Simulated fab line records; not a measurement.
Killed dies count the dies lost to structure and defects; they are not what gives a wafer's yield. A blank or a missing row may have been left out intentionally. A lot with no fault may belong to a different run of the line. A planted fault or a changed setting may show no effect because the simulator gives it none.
Code-filled problem report in 8D (eight disciplines) form / flow sky130 / the parts of the form that need people (team, actions taken, sign-off) are left out

## 1. WHAT IS WRONG
sort_bin_3_pad_short at SKY_PAD_OPEN_PROBE_99 reads a mean of 3.5 % on 6 wafers of 2 lots; wafers without a fault read 0.8 % with a standard deviation of 0.37. Measured from the usual mean, that is +7.3 standard deviations.
First observed at day 49 02:43: wafer L826.1, on prober-01. At this step, 22 wafers from 8 lots have a number in the record. Rule for "out", or "out of limits": more than 4 standard deviations from the usual mean. The other wafers with a number count as sound.

## 2. WHAT IT IS; WHAT IT IS NOT
question=which readings at this step | is=sort_bin_3_pad_short, killed_at_M0_to_M3 | is not=killed_at_M4_up, killedAtOther, killedOnRim, sort_bin_6_memory
question=which lots | is=L826, L831 | is not=L815, L817, L821, L822, L825, L833
question=which wafers of those lots | is=all that have a number | is not=-
question=read on which tools | is=prober-01, prober-02 | is not=-
question=when | is=from day 49 02:43 | is not=up to then (13 sound wafers); but 3 sound wafers of L833 came after

## 3. WHAT RULES OUT EACH SUSPECT
Counting: any tool at a process step up to the reading is kept as a suspect provided that every lot that is out went through it and no sound lot did after the first of them.
- pvdSputter-03 at SKY_VIA1_SPUTTER_20 (material TiN, target thk 20 nm, time 80 s): kept. Every lot that is out went through it, starting with L826 (day 38 16:05), and after that it ran no sound lot; the last sound lot it ran before then is L825 (day 38 09:02).
The count leaves pvdSputter-03 at SKY_VIA1_SPUTTER_20.

## 4. THE CAUSE (what the simulator had put in)
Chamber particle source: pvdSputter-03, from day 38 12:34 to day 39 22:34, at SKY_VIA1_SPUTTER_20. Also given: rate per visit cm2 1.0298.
This tool alone remained once counting was done.

## 5. THE EFFECT CHAIN, in route order
Rows list readings where the struck wafers' mean (over those with a number) sits beyond 3 standard deviations from the usual. Scope: only readings with a usual standard deviation given in the record; hours: median across lots of the time from each lot's start at the first step in this table that gives one to its start at this step; sigmas: change in usual standard deviations.
hours=0; step=SKY_PAD_OPEN_PROBE_99; reading=defectLimitedYield; usual=82.7 %; on struck wafers=73.8; change=-8.9; sigmas=-4.7
hours=0; step=SKY_PAD_OPEN_PROBE_99; reading=killed_at_M0_to_M3; usual=43; on struck wafers=95; change=+52; sigmas=+7.7
hours=0; step=SKY_PAD_OPEN_PROBE_99; reading=killedDies; usual=85; on struck wafers=129; change=+44; sigmas=+4.7
hours=0; step=SKY_PAD_OPEN_PROBE_99; reading=sort_bin_3_pad_short; usual=0.8 %; on struck wafers=3.5; change=+2.7; sigmas=+7.3
hours=0; step=SKY_PAD_OPEN_PROBE_99; reading=sort_bin_5_function; usual=10.2 %; on struck wafers=16.3; change=+6.1; sigmas=+4.1
hours=0; step=SKY_PAD_OPEN_PROBE_99; reading=sortNPass; usual=407; on struck wafers=363; change=-44; sigmas=-4.7
hours=0; step=SKY_PAD_OPEN_PROBE_99; reading=sortYieldPct; usual=82.7 %; on struck wafers=73.8; change=-8.9; sigmas=-4.7
It contains these process steps:
- SKY_PAD_OPEN_PROBE_99

## 6. HOW IT WOULD HAVE BEEN CAUGHT EARLIER
In this record the first reading out of limits was taken at day 49 02:43, 254 hours after the fault began at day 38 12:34.
Tool readings at SKY_VIA1_SPUTTER_20 with a usual standard deviation given in the record: none out on any struck wafer, hence no alarm at a limit of 4 standard deviations on them.
By day 49 02:43, every lot that is out (2) had started SKY_VIA1_SPUTTER_20 on pvdSputter-03. Had the tool been put on hold then, not one of them would have been saved.
